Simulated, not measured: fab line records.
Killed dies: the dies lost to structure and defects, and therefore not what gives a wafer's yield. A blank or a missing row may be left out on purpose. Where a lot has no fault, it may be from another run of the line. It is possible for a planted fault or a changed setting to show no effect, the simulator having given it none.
8D (eight disciplines) problem report, filled in by code ; flow gf180mcu ; the parts of the form that need people (team, actions taken, sign-off) are left out

1. THE ISSUE
Mean MVPSD_TW at GF_MVPSD_TW_MEAS_11: 602 over 12 wafers in 4 lots; fault-free wafers: 554, standard deviation 3. That is +16 standard deviations from the usual mean.
The first sign was on wafer L216.4 at day 7 13:42, on filmMetro-01. The record has a number at this step for 42 wafers belonging to 14 lots. By rule, "out" or "out of limits" means more than 4 standard deviations away from the usual mean. All remaining wafers that have a number are taken as sound.

2. WHAT IT IS, WHAT IT ISN'T
question;is;is not
which readings at this step;MVPSD_TW;-
which lots;L216, L217, L218, L219;L207, L208, L212, L213, L214, L215, L224, L226, L227, L229
which wafers of those lots;all that have a number;-
read on which gauges;filmMetro-01, filmMetro-03;filmMetro-04
when;from day 7 13:42;"up to then (18 sound wafers); but 12 sound wafers of L224, L226, L227, L229 came after"

3. SUSPECTS, AND WHAT RULES EACH OUT
Counting: any tool at a process step up to the reading is kept as a suspect provided that every lot that is out went through it and no sound lot did after the first of them.
- the gauge at GF_MVPSD_TW_MEAS_11 has been ruled out. Those wafers that are out were read across 2 gauges (filmMetro-01, filmMetro-03).
- implanter-02 at GF_MVPSD_IMPLANT_08: kept. All lots that are out passed through it, beginning with L216 at day 7 13:20, and no sound lot followed; its final sound lot before that point was L213 at day 7 01:31. Its own doseIonsCm2, faradayCurrentUA readings are out on those wafers.
After counting, what remains is implanter-02 at GF_MVPSD_IMPLANT_08.

4. THE CAUSE (what the simulator had put in)
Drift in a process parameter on implanter-02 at GF_MVPSD_IMPLANT_08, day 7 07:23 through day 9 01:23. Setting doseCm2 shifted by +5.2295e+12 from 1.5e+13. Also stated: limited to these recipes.
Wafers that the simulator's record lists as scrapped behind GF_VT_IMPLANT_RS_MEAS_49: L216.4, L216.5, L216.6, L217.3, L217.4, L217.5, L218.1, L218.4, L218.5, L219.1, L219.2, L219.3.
Only this tool survived the counting.

5. THE EFFECT CHAIN, in route order
Each row: a reading whose mean over the struck wafers that have a number lies more than 3 standard deviations from the usual. Only readings for which the record gives a usual standard deviation are gone through. hours: the time from each lot's start at the first step in this table that gives one to its start at this step, as a median over the lots. sigmas: the change in usual standard deviations.
hours;step;reading;usual;on struck wafers;change;sigmas
0;GF_MVPSD_IMPLANT_08;doseIonsCm2;1.5002e+13;2.0232e+13;+5.2300e+12;+99 or more
0;GF_MVPSD_IMPLANT_08;faradayCurrentUA;84.4;113.6;+29.2;+17
0;GF_MVPSD_TW_MEAS_11;MVPSD_TW;554;602;+48;+16
71;GF_VT_IMPLANT_RS_MEAS_49;MVPSD_RS;1169 ohm/sq;1005;-164;-53
The process steps in it:
- GF_MVPSD_IMPLANT_08
Later measuring or inspecting steps at which every struck wafer that the step has a row for has a number for every such reading, and none has moved that far: GF_VT_IMPLANT_TW_MEAS_10, GF_VT_IMPLANT_OVL_MEAS_18.

6. WHAT WOULD HAVE CAUGHT IT SOONER
Counted from the fault's start at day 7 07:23, it took 6 hours until the first out-of-limits reading at a measuring or inspecting step in this record, taken at day 7 13:42.
The tool's own readings at GF_MVPSD_IMPLANT_08 were out on every struck wafer that the step has a row for (doseIonsCm2, faradayCurrentUA): an alarm limit on them would have fired on the first of those.
Lots out: 4; of these, L217, L218, L219 started GF_MVPSD_IMPLANT_08 on implanter-02 after day 7 13:42. A hold on the tool at that time would have spared those 3.
